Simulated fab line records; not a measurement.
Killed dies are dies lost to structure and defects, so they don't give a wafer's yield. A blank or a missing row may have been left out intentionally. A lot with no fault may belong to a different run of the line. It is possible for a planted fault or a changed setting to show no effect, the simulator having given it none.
Problem report in the 8D (eight disciplines) form, filled by code -- flow sky130 -- the parts of the form that need people (team, actions taken, sign-off) are left out

## 1. THE PROBLEM
Wafers free of any fault read 5.68 nm (standard deviation 0.1) for SONOS_ONO_CVD_04_THK at SKY_SONOS_ONO_THK_MEAS_05, against a mean of 6.18 nm on 6 wafers of 2 lots. That is +5.0 standard deviations from the usual mean.
First observed at day 15 04:01: wafer L529.1, on film-metro-02. The record has a number at this step for 33 wafers belonging to 11 lots. By rule, "out" or "out of limits" means more than 4 standard deviations away from the usual mean. All remaining wafers that have a number are taken as sound.

## 2. WHAT IT IS; WHAT IT IS NOT
question,is,is not
which readings at this step,SONOS_ONO_CVD_04_THK,-
which lots,"L529, L530","L518, L519, L520, L523, L525, L526, L539, L540, L541"
which wafers of those lots,all that have a number,-
read on which gauges,film-metro-02,"film-metro-01, film-metro-03"
when,from day 15 04:01,"up to then (18 sound wafers); but 9 sound wafers of L539, L540, L541 came after"

## 3. WHAT RULES OUT EACH SUSPECT
Counting: a tool stays on the suspect list if, at a process step up to the reading, it processed all lots that are out and no sound lot following the first of them.
- ruled out: the gauge at SKY_SONOS_ONO_THK_MEAS_05. All the wafers that are out were read on film-metro-02, but those of them that SKY_SONOS_ONO_CVD_04 has rows for are out there too, on other tools.
- lpcvd-03 at SKY_SONOS_ONO_CVD_04 (deposits SiO2 from SiH4/N2O, target thk 5.7199 nm): ruled out as a lasting fault. After its first lot that is out, L529 (day 15 02:08), sound lots L539, L540, L541 ran on it.
Left after counting: nothing in the record.

## 4. THE CAUSE (what the simulator had put in)
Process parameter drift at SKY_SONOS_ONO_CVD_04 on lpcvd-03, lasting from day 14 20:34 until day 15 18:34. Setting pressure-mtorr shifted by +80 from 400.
The count ruled it out by mistake, since the rule takes a fault to strike every lot its tool runs from the start of the fault on, and this one did not do so.

## 5. SEQUENCE OF EFFECTS, ordered by route
One row per reading whose mean, taken over the struck wafers that have a number, lies over 3 standard deviations from the usual. Scope: only readings with a usual standard deviation given in the record; hours: median across lots of the time from each lot's start at the first step in this table that gives one to its start at this step; sigmas: change in usual standard deviations.
hours,step,reading,usual,on struck wafers,change,sigmas
0,SKY_SONOS_ONO_CVD_04,pressure-mtorr,400.1 mTorr,480.4,+80.3,+94
2,SKY_SONOS_ONO_THK_MEAS_05,SONOS_ONO_CVD_04_THK,5.68 nm,6.18,+0.50,+5.0
It contains these process steps:
- SKY_SONOS_ONO_CVD_04: deposits SiO2 from SiH4/N2O, target thk 5.7199 nm.

## 6. WHAT WOULD HAVE CAUGHT IT SOONER
Counted from the fault's start at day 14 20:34, it took 7 hours until the first out-of-limits reading at a measuring or inspecting step in this record, taken at day 15 04:01.
At SKY_SONOS_ONO_CVD_04, the tool's own readings (pressure-mtorr) were out on each struck wafer the step has a row for, so an alarm limit on them would have fired on the first such wafer.
